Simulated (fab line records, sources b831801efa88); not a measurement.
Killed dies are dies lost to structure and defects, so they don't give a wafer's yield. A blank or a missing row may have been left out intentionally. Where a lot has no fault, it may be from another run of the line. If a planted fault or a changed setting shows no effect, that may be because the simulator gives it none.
Struck lot and sound lot, side by side || flow sky130 || 16 out of 708 route steps
Sound: the wafers L801.1, L801.2, L801.3. Wafers L809.4, L809.5, L809.6 were the ones struck. The cause is given at the end.
Each step with rows lists, per side, the tool, then ch with its chambers, then its first start. Under that, the readings that differ: sound wafers || struck wafers || difference of the means || sigmas: that difference in standard deviations of wafers without a fault.
alike: a reading whose means differ by less than 2 such deviations, as well as words and numbers matching on both sides. not compared: withheld readings; readings where some wafer has no value; bounds like >300 that might hide an equal value; numbers whose values overlap and for which the record gives no deviation.
A row with sigmas, a row that says differs or no value, or rows on one side alone: a step with any of these is where the two part. Non-overlapping numbers with no deviation appear without sigmas and do not part them. A reading that every wafer of one side lacks parts them only if that side has two wafers or more.

SKY_NWELL_RS_MEAS_29: a four-point-probe measurement.
  struck on film metro-04, day 8 14:48; sound on film metro-04, day 6 11:44
  alike: NWELL_RS
SKY_NWELL_RS_MEAS_31: a four-point-probe measurement.
  struck on film metro-04, day 8 15:02; sound on film metro-04, day 6 11:58
  alike: PWDE_RS
then, 7 steps without rows for these wafers: SKY_VT_ADJUST_HVTP_DEHYDRATE_00 (time 60 s); SKY_VT_ADJUST_HVTP_HMDS_01 (prime time 60 s); SKY_VT_ADJUST_HVTP_COAT_02 (resist thk 1140 nm); SKY_VT_ADJUST_HVTP_SOFTBAKE_03 (time 60 s); SKY_VT_ADJUST_HVTP_EXPOSE_04 (exposes mask HVTPM, target cd 380 nm); SKY_VT_ADJUST_HVTP_PEB_05; SKY_VT_ADJUST_HVTP_DEVELOP_06 (develop time 60 s).
SKY_VT_ADJUST_HVTP_CD_MEAS_07: the cd target is 380 nm.
  struck on cd sem-01, day 9 11:20; sound on cd sem-01, day 7 07:41
  alike: cd nm
SKY_VT_ADJUST_HVTP_OVL_MEAS_08:
  struck on overlay-02, day 9 11:25; sound on overlay-01, day 7 07:48
  alike: VT_ADJUST_HVTP_OVL
SKY_VT_ADJUST_HVTP_IMPLANT_09:
  sound on implanter-04 ch 0, day 7 07:50; struck on implanter-03 ch 0, day 9 11:50
SKY_VT_ADJUST_HVTP_STRIP_10: strips in O2/N2.
  sound on plasma asher-01 ch 0,1, day 7 07:59; struck on plasma asher-02 ch 0,1, day 9 11:56
  alike: drypump motor current A, n2 flow sccm, oes product au, strip time to endpoint s
  not compared: rf hours counter h
SKY_VT_ADJUST_HVTP_TW_MEAS_11:
  struck on film metro-03, day 9 12:02; sound on film metro-04, day 7 08:05
{"reading": "VT_ADJUST_HVTP_TW", "sound": "1370 1366 1363", "struck": "1670 1657 1661", "difference": "+296", "sigmas": "+19"}
then, 1 step without rows for these wafers: SKY_VT_ADJUST_LVTN_DEHYDRATE_00 (time 60 s).
-- the record jumps here: 42 days lie between the struck wafers' starts before and after (it left off in module VT_ADJUST_LVTN and takes up again in module PAD_OPEN, whose first step shown is number 708 of the route) --
SKY_PAD_OPEN_PROBE_99:
  struck on prober-02, day 51 10:10; sound on prober-01, day 46 22:57
{"reading": "model.etest.tip p.rs ohm sq", "sound": "6940 6945 6993", "struck": "9083 9204 9176", "difference": "+2195", "sigmas": ""}
{"reading": "model.etest.pfet_01v8.r on ohm um", "sound": "2979 2939 2984", "struck": "3754 3702 3722", "difference": "+759", "sigmas": ""}
{"reading": "model.etest.pfet_01v8.drive ua um", "sound": "184.4 186.6 186.7", "struck": "120.9 122.3 121.5", "difference": -64.3, "sigmas": ""}
{"reading": "model.etest.pfet_01v8_mvt.drive ua um", "sound": "146.5 146.2 145.2", "struck": "87.42 89.31 87.8", "difference": -57.79, "sigmas": ""}
{"reading": "model.etest.pfet_01v8_hvt.drive ua um", "sound": "138.3 139.9 138.1", "struck": "94.2 96.15 94.52", "difference": -43.8, "sigmas": ""}
{"reading": "model.etest.sram pfet latch.drive ua um", "sound": "138.9 143.5 139.1", "struck": "95.59 96.82 96.67", "difference": -44.14, "sigmas": ""}
{"reading": "model.etest.ring_1v8.delay ps", "sound": "21.79 21.5 21.72", "struck": "28.91 28 28.43", "difference": "+6.78", "sigmas": ""}
  alike: killed_at_M0_to_M3, killed_at_M4_up, killed at contacts, killed at front end, killed at other, killed dies, killed open, killed short
  not compared: model.etest.tip p.rs ohm sq range

== WHERE THEY PART ==
Only at SKY_VT_ADJUST_HVTP_TW_MEAS_11, within this record. Later steps at which nothing parts them and some readings are alike: SKY_PAD_OPEN_PROBE_99.

WHY: what had been put in by the simulator
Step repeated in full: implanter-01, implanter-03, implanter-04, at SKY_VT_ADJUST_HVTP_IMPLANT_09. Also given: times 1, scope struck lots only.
